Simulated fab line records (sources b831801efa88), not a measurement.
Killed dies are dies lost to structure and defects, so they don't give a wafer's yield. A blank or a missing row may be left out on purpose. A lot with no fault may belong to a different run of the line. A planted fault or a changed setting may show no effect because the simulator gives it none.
Matching of chambers + flow sky130 + 4 sister chambers for SKY_VIA1_CMP_24 on cmp-01
The step polishes, stops on SiO2, t overpolish 15 s, target thk 0 nm. 4 wafers are shown with their chamber, then 12 later ones without.

== WAFERS PAIRED WITH THEIR CHAMBERS ==
| wafer  | chamber | motor_current_A (A) |
|--------|---------|---------------------|
| L089.2 | 3       | 9.3                 |
| L091.1 | 1       | 10.4                |
| L091.3 | 0       | 11.9                |
| L091.4 | 2       | 11.7                |

== WAFERS MISSING THEIR CHAMBER ==
| wafer  | motor_current_A (A) |
|--------|---------------------|
| L094.2 | 11.6                |
| L094.3 | 9.6                 |
| L094.4 | 9.8                 |
| L095.4 | 10.0                |
| L095.5 | 11.0                |
| L095.6 | 10.1                |
| L096.1 | 9.8                 |
| L096.3 | 11.4                |
| L096.4 | 9.9                 |
| L097.2 | 10.9                |
| L097.3 | 9.9                 |
| L097.6 | 10.2                |

== WHICH CHAMBER EACH ONE RAN IN ==
| wafer  | from the rows above          | in truth |
|--------|------------------------------|----------|
| L094.2 | can't be placed: 2 or 0      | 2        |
| L094.3 | can't be placed: 3 or 1      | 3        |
| L094.4 | can't be placed: 3 or 1      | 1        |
| L095.4 | can't be placed: 1 or 3      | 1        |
| L095.5 | can't be placed: 1 or 2 or 0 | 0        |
| L095.6 | can't be placed: 1 or 3      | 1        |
| L096.1 | can't be placed: 3 or 1      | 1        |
| L096.3 | can't be placed: 2 or 0 or 1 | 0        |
| L096.4 | can't be placed: 1 or 3      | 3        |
| L097.2 | can't be placed: 1 or 2 or 0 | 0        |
| L097.3 | can't be placed: 1 or 3      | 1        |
| L097.6 | can't be placed: 1 or 3      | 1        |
Correct placement for 0 of the 12. Not placeable from these rows: 12 (in 12, the candidates include the true chamber). 0 placed wrongly.
How it was worked out, from the rows above alone: a wafer's distance from a chamber is the root of the sum, over the readings, of the square of ((its reading less the chamber's mean) divided by the reading's scatter). If the next closest chamber is less than 2 further off than the closest, the wafer can't be placed; otherwise it belongs to the closest. A chamber's mean is the mean of its shown wafers. The scatter: with one shown wafer a chamber, the root of the mean of the squares of how far each hidden wafer lies from its nearest shown one.
